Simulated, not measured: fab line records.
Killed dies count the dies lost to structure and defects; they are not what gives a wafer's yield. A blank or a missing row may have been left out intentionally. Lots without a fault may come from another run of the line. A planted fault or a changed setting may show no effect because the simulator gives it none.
fab line records	flow sky130
record: lots: 12	wafers: 36	lastDay: 50
route steps=708 shown FIELD_ISO@24 VT_ADJUST_HVTP@92 VT_ADJUST_NCORE@128 LDD_HVP@287
lots with no fault: from the same line, run without faults
startH: the number of hours between the record's first day and the start of the first shown wafer of the lot	waitH: time in hours since the lot's previous step	" the same as in the row above	L1.1+2: several wafers, shown together as one row	- no value, or no start was given	* or withheld: withheld	< > ~ a bound
route shown NAME@n: names a module that has steps shown in the file, with the first one's number in the route	usual: mean/standard deviation taken from wafers without a fault	same: alike in all rows	chamber/n: place in a boat	sites: each site's reading	_std_site: standard deviation of those values	_edge_site: the outer-site mean with the inner-site mean subtracted	radiusMm: how far each site lies from the wafer's centre	mask NAME#n: copy n	behind: the last tool/chamber to shape the wafer	hold: what put the lot on hold/how long, in hours/how the hold closed	device: names the non-switching transistor (n, p or np)	end of line: the same wafers' tests at the end of the route	step lacking rows: just its recipe	killed: the dies lost at the first sort to structure and to defects; this is not the yield of the wafer	map: per-die view of a wafer (x killed, . not killed, _ where there is no die)
set.NAME: the setting as run; set.NAME@STEP: as run at that earlier step	model.NAME: the simulator's own value behind a step, which no gauge read
route steps across a sampled set of lots; one table per step, one row per wafer
services: when a tool's chamber went out of use (startH, in hours from the record's first day, below 0 if earlier), for how many hours, and the reason
== steps ==
step: SKY_FIELD_ISO_THK_MEAS_23
recipe: reads: SiO2_of_FIELD_ISO_OXIDATION_22
usual: FIELD_ISO_OXIDATION_01_THK: 10.01/0.15
lot.wafer	tool	chamber	startH	waitH	FIELD_ISO_OXIDATION_01_THK[nm]
L402.1	filmMetro-02	-	40.06	0.0	9.87
L402.2	"	-	"	"	10.00
L402.6	"	-	"	"	9.90
L405.2	filmMetro-03	-	51.18	0.0	10.04
L405.5	"	-	"	"	9.78
L405.6	"	-	"	"	9.85
L406.2	filmMetro-02	-	62.30	0.0	9.77
L406.4	"	-	"	"	9.84
L406.6	"	-	"	"	9.93
L407.2	filmMetro-02	-	75.02	0.0	9.90
L407.4	"	-	"	"	10.14
L407.5	"	-	"	"	9.97
L408.3	filmMetro-03	-	75.03	0.0	10.20
L408.5	"	-	"	"	10.42
L408.6	"	-	"	"	10.08
L413.2	filmMetro-02	-	97.27	0.0	10.10
L413.4	"	-	"	"	10.01
L413.5	"	-	"	"	10.14
L414.1	filmMetro-01	-	102.11	0.0	10.08
L414.4	"	-	"	"	10.06
L414.6	"	-	"	"	10.08
L416.3	filmMetro-02	-	111.39	0.0	9.98
L416.4	"	-	"	"	10.00
L416.6	"	-	"	"	10.05
L418.2	filmMetro-02	-	120.92	0.0	9.97
L418.3	"	-	"	"	9.98
L418.6	"	-	"	"	9.98
L421.1	filmMetro-02	-	136.65	0.0	10.15
L421.3	"	-	"	"	9.99
L421.5	"	-	"	"	10.27
L422.2	filmMetro-01	-	140.74	0.0	10.09
L422.3	"	-	"	"	9.90
L422.5	"	-	"	"	9.99
L424.1	filmMetro-02	-	154.73	0.0	9.79
L424.4	"	-	"	"	9.93
L424.5	"	-	"	"	9.83
step: SKY_VT_ADJUST_HVTP_CD_MEAS_07
recipe: targetCdNm: 380
usual: cdNm: 379.3/2.4
lot.wafer	tool	chamber	startH	waitH	cdNm
L402.1	cdSem-01	-	142.41	0.1	382.6
L402.2	"	-	"	"	384.9
L402.6	"	-	"	"	383.1
L405.2	cdSem-02	-	154.58	0.1	375.0
L405.5	"	-	"	"	374.2
L405.6	"	-	"	"	376.8
L406.2	cdSem-01	-	167.93	0.1	378.2
L406.4	"	-	"	"	379.7
L406.6	"	-	"	"	380.0
L407.2	cdSem-02	-	182.90	0.1	383.2
L407.4	"	-	"	"	384.3
L407.5	"	-	"	"	383.6
L408.3	cdSem-02	-	185.30	0.1	376.6
L408.5	"	-	"	"	376.3
L408.6	"	-	"	"	378.7
L413.2	cdSem-02	-	202.80	0.1	380.7
L413.4	"	-	"	"	380.7
L413.5	"	-	"	"	381.6
L414.1	cdSem-01	-	205.46	0.1	380.9
L414.4	"	-	"	"	378.7
L414.6	"	-	"	"	378.5
L416.3	cdSem-01	-	219.45	0.1	377.9
L416.4	"	-	"	"	379.1
L416.6	"	-	"	"	378.7
L418.2	cdSem-01	-	234.58	0.1	378.5
L418.3	"	-	"	"	378.1
L418.6	"	-	"	"	379.0
L421.1	cdSem-02	-	249.78	0.1	377.6
L421.3	"	-	"	"	377.8
L421.5	"	-	"	"	378.3
L422.2	cdSem-02	-	256.23	0.1	376.0
L422.3	"	-	"	"	375.8
L422.5	"	-	"	"	375.6
L424.1	cdSem-02	-	270.46	0.1	375.7
L424.4	"	-	"	"	379.7
L424.5	"	-	"	"	379.5
step: SKY_VT_ADJUST_NCORE_IMPLANT_09
recipe: species: B	energyKev: 10	doseCm2: 2.4e+12	tiltDeg: withheld
usual: beamEnergyKeV: 10.000/0.0033
lot.wafer	tool	chamber	startH	waitH	beamEnergyKeV
L402.1	implanter-04	0	203.21	0.0	10.001
L402.2	"	0	"	"	10.000
L402.6	"	0	"	"	10.000
L405.2	implanter-04	0	219.44	0.1	10.002
L405.5	"	0	"	"	10.008
L405.6	"	0	"	"	10.002
L406.2	implanter-02	0	233.21	0.0	9.996
L406.4	"	0	"	"	9.999
L406.6	"	0	"	"	10.001
L407.2	implanter-04	0	249.50	0.2	9.999
L407.4	"	0	"	"	9.999
L407.5	"	0	"	"	10.002
L408.3	implanter-02	0	252.61	0.1	9.999
L408.5	"	0	"	"	10.002
L408.6	"	0	"	"	9.997
L413.2	implanter-04	0	273.61	0.0	10.005
L413.4	"	0	"	"	9.998
L413.5	"	0	"	"	10.000
L414.1	implanter-04	0	275.63	0.0	9.993
L414.4	"	0	"	"	10.000
L414.6	"	0	"	"	9.998
L416.3	implanter-04	0	290.83	0.1	12.145
L416.4	"	0	"	"	12.147
L416.6	"	0	"	"	12.144
L418.2	implanter-04	0	307.77	0.0	12.153
L418.3	"	0	"	"	12.153
L418.6	"	0	"	"	12.151
L421.1	implanter-04	0	325.79	0.0	12.148
L421.3	"	0	"	"	12.147
L421.5	"	0	"	"	12.144
L422.2	implanter-01	0	331.59	0.0	9.998
L422.3	"	0	"	"	9.997
L422.5	"	0	"	"	10.000
L424.1	implanter-02	0	346.39	0.0	10.003
L424.4	"	0	"	"	10.001
L424.5	"	0	"	"	10.004
step: SKY_VT_ADJUST_NCORE_TW_MEAS_11
usual: VT_ADJUST_NCORE_TW: 219.9/2.2
lot.wafer	tool	chamber	startH	waitH	VT_ADJUST_NCORE_TW
L402.1	filmMetro-02	-	203.46	0.1	223.0
L402.2	"	-	"	"	223.7
L402.6	"	-	"	"	221.8
L405.2	filmMetro-03	-	219.67	0.1	218.4
L405.5	"	-	"	"	218.0
L405.6	"	-	"	"	218.3
L406.2	filmMetro-03	-	233.45	0.1	217.8
L406.4	"	-	"	"	218.0
L406.6	"	-	"	"	218.0
L407.2	filmMetro-01	-	249.74	0.1	220.8
L407.4	"	-	"	"	219.7
L407.5	"	-	"	"	221.0
L408.3	filmMetro-03	-	252.83	0.1	217.4
L408.5	"	-	"	"	215.3
L408.6	"	-	"	"	217.3
L413.2	filmMetro-01	-	273.85	0.1	220.6
L413.4	"	-	"	"	221.4
L413.5	"	-	"	"	219.6
L414.1	filmMetro-01	-	275.88	0.1	220.7
L414.4	"	-	"	"	219.4
L414.6	"	-	"	"	220.6
L416.3	filmMetro-03	-	291.05	0.1	227.4
L416.4	"	-	"	"	225.8
L416.6	"	-	"	"	227.7
L418.2	filmMetro-03	-	308.01	0.1	227.1
L418.3	"	-	"	"	227.1
L418.6	"	-	"	"	227.0
L421.1	filmMetro-01	-	326.04	0.1	228.8
L421.3	"	-	"	"	228.9
L421.5	"	-	"	"	229.3
L422.2	filmMetro-03	-	331.82	0.1	218.6
L422.3	"	-	"	"	219.0
L422.5	"	-	"	"	219.1
L424.1	filmMetro-02	-	346.64	0.1	221.9
L424.4	"	-	"	"	221.5
L424.5	"	-	"	"	222.1
step: SKY_LDD_HVP_STRIP_09
recipe: chemistry: O2/N2	powerW: 1400	pressureMtorr: 1500	platenTempC: withheld	o2FlowSccm: 3000	n2FlowSccm: 300	overashFraction: 0.5
usual: chamberPressureMTorr: 1500.0/1.3	drypumpMotorCurrentA: 5.9/0.38	n2FlowSccm: 299.9/0.94	oesProductAu: 0.409/0.0048	stripTimeToEndpointS: 4.141/0.015
lot.wafer	tool	chamber	startH	waitH	chamberPressureMTorr	drypumpMotorCurrentA	n2FlowSccm	oesProductAu	rfHoursCounterH	stripTimeToEndpointS
L402.1	plasmaAsher-04	0	520.82	0.1	1501.2	6.0	299.6	0.406	84	4.122
L402.2	"	1	"	"	1498.8	5.3	299.8	0.404	84	4.125
L402.6	"	0	"	"	1500.4	6.0	300.7	0.407	-	4.137
L405.2	plasmaAsher-01	1	539.84	0.1	1498.6	6.2	300.9	0.409	40	4.133
L405.5	"	1	"	"	1501.1	6.2	300.4	0.406	-	4.152
L405.6	"	0	"	"	1500.5	5.5	300.1	0.413	-	4.126
L406.2	plasmaAsher-01	1	559.11	0.1	1499.0	6.2	300.0	0.413	42	4.149
L406.4	"	1	"	"	1498.9	6.2	299.9	0.413	-	4.125
L406.6	"	0	"	"	1498.3	5.5	298.9	0.414	-	4.133
L407.2	plasmaAsher-03	0	580.01	0.1	1497.8	6.5	298.9	0.402	77	4.140
L407.4	"	0	"	"	1500.7	6.4	299.7	0.408	-	4.122
L407.5	"	1	"	"	1498.1	6.1	300.1	0.417	-	4.134
L408.3	plasmaAsher-04	1	584.49	0.1	1503.5	5.4	300.1	0.408	-	4.152
L408.5	"	0	"	"	1500.2	6.0	300.6	0.409	-	4.146
L408.6	"	1	"	"	1499.0	5.4	298.5	0.413	-	4.142
L413.2	plasmaAsher-01	0	599.71	0.1	1499.4	5.5	302.0	0.405	47	4.148
L413.4	"	0	"	"	1501.6	5.5	301.2	0.410	-	4.147
L413.5	"	1	"	"	1499.7	6.2	298.7	0.415	-	4.123
L414.1	plasmaAsher-04	0	606.41	0.1	1501.4	6.1	300.3	0.405	93	4.131
L414.4	"	0	"	"	1500.5	6.0	298.9	0.413	-	4.131
L414.6	"	1	"	"	1499.6	5.3	300.8	0.407	-	4.152
L416.3	plasmaAsher-03	0	628.25	0.1	1500.8	6.5	300.1	0.410	-	4.158
L416.4	"	1	"	"	1499.1	6.0	300.9	0.403	-	4.136
L416.6	"	0	"	"	1500.0	6.4	300.7	0.421	-	4.159
L418.2	plasmaAsher-04	1	648.81	0.1	1499.5	5.4	299.6	0.409	97	4.150
L418.3	"	0	"	"	1502.5	6.0	299.8	0.412	-	4.137
L418.6	"	0	"	"	1498.7	6.0	299.1	0.403	-	4.128
L421.1	plasmaAsher-03	0	659.19	0.1	1501.1	6.5	299.7	0.409	85	4.146
L421.3	"	1	"	"	1500.6	6.0	299.0	0.419	-	4.132
L421.5	"	1	"	"	1502.1	6.1	298.9	0.401	-	4.145
L422.2	plasmaAsher-01	1	677.76	0.1	1500.2	6.2	298.9	0.405	54	4.160
L422.3	"	1	"	"	1499.2	6.2	299.3	0.409	-	4.156
L422.5	"	0	"	"	1501.5	5.5	300.9	0.401	-	4.172
L424.1	plasmaAsher-04	1	685.19	0.1	1498.5	5.3	300.9	0.416	101	4.153
L424.4	"	1	"	"	1499.2	5.3	301.2	0.402	-	4.154
L424.5	"	1	"	"	1499.6	5.3	301.8	0.407	-	4.155
== services ==
tool	chamber	startH	hours	kind
implanter-02	-	181.94	1.7	repair
implanter-01	-	189.23	100.9	repair
plasmaAsher-03	-	199.98	0.7	repair
plasmaAsher-03	-	212.78	2.8	pm
implanter-02	-	218.77	2.2	repair
plasmaAsher-03	-	247.36	3.9	repair
implanter-01	-	277.68	6.2	repair
implanter-01	-	290.10	3.8	pm
implanter-02	-	290.79	3.7	pm
plasmaAsher-01	-	294.22	22.6	pm
plasmaAsher-01	-	328.56	1.8	repair
plasmaAsher-01	-	338.41	5.7	repair
implanter-02	-	364.27	1.2	repair
implanter-02	-	369.12	1.7	repair
implanter-04	-	382.47	3.5	pm
plasmaAsher-01	-	401.96	5.5	repair
plasmaAsher-04	-	423.73	0.3	repair
plasmaAsher-01	-	455.59	0.7	repair
plasmaAsher-03	-	465.74	1.2	repair
implanter-02	-	479.38	2.4	repair
plasmaAsher-03	-	561.76	9.4	repair
implanter-02	-	565.87	3.2	repair
implanter-02	-	642.12	2.2	repair
implanter-04	-	656.50	3.4	repair
== key ==
firstSign: step: SKY_VT_ADJUST_NCORE_IMPLANT_09	reading: beamEnergyKeV	direction: up	sigmas: 99+	usual: *	struck: *
effect: step: SKY_VT_ADJUST_NCORE_TW_MEAS_11	reading: VT_ADJUST_NCORE_TW	direction: up	sigmas: 3.6	usual: 219.9	struck: 227.7
metAt SKY_VT_ADJUST_NCORE_IMPLANT_09
struckLots L416,L418,L421
testerLeftOut L416,L418,L421
notActingAt SKY_FIELD_ISO_THK_MEAS_23,SKY_VT_ADJUST_HVTP_CD_MEAS_07,SKY_LDD_HVP_STRIP_09
onsetBetween 275.63 290.83
fault: kind: processParameterDrift	tool: implanter-04	chamber: -	onsetH: 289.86	steps: SKY_VT_ADJUST_NCORE_IMPLANT_09	channel: energyKev	offset: *	shape: step	endH: 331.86	actsIn: *	stated: *
testerLeftOut: of these lots the tester's yield and bins aren't shown, on N5 and GAA mostly nor the transistor test; their killed dies are dies lost to structure and defects alone, not to doping, threshold or leakage, so they don't give the yield
